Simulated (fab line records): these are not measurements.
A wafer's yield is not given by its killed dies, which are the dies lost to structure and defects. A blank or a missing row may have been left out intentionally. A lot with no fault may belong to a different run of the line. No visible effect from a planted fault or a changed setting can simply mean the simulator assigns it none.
Chamber matching -- flow gf180mcu -- GF_V5_CVD_02 on pecvd-02 has 3 sister chambers
The step deposits SiO2 from TEOS, target thk 1450 nm, time 163.28 s. 6 wafers are shown with their chamber, then 12 later ones without.

== EACH WAFER AND ITS CHAMBER ==
wafer,chamber,heaterPowerW (W),rfFwdPowerW (W)
L085.6,2,691,595.9
L086.1,0,604,600.2
L087.4,0,532,599.8
L089.1,1,658,599.0
L089.2,2,694,598.7
L089.5,1,706,597.5

== WAFERS WHOSE CHAMBER IS MISSING ==
wafer,heaterPowerW (W),rfFwdPowerW (W)
L090.2,644,598.5
L090.3,624,594.2
L090.6,716,598.8
L093.1,548,598.9
L093.3,674,598.5
L093.6,649,599.4
L094.2,655,597.3
L094.4,527,597.3
L094.5,687,595.8
L097.4,575,593.1
L097.5,516,597.6
L097.6,571,597.2

== WHICH CHAMBER EACH WENT THROUGH ==
wafer,from the rows above,in truth
L090.2,can't be placed: 1 or 2 or 0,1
L090.3,can't be placed: 2 or 1 or 0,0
L090.6,can't be placed: 1 or 2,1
L093.1,0,0
L093.3,can't be placed: 1 or 2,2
L093.6,can't be placed: 1 or 2 or 0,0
L094.2,can't be placed: 1 or 2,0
L094.4,0,0
L094.5,can't be placed: 2 or 1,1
L097.4,can't be placed: 2 or 1 or 0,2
L097.5,0,0
L097.6,can't be placed: 0 or 1 or 2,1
3 of 12 placed correctly. Not placeable from these rows: 9 (in 8, the candidates include the true chamber). Wrongly placed: 0.
How it was worked out, from the rows above alone: a wafer's distance from a chamber is the root of the sum, over the readings, of the square of ((its reading less the chamber's mean) divided by the reading's scatter). The wafer belongs to the nearest chamber; if the next one is less than 2 further off, it can't be placed. Each chamber's mean is taken over the wafers shown for it. How the scatter is found: for the shown wafers, subtract from each reading the mean of its chamber, square and add these, divide the total by (wafers less chambers), then take the root.
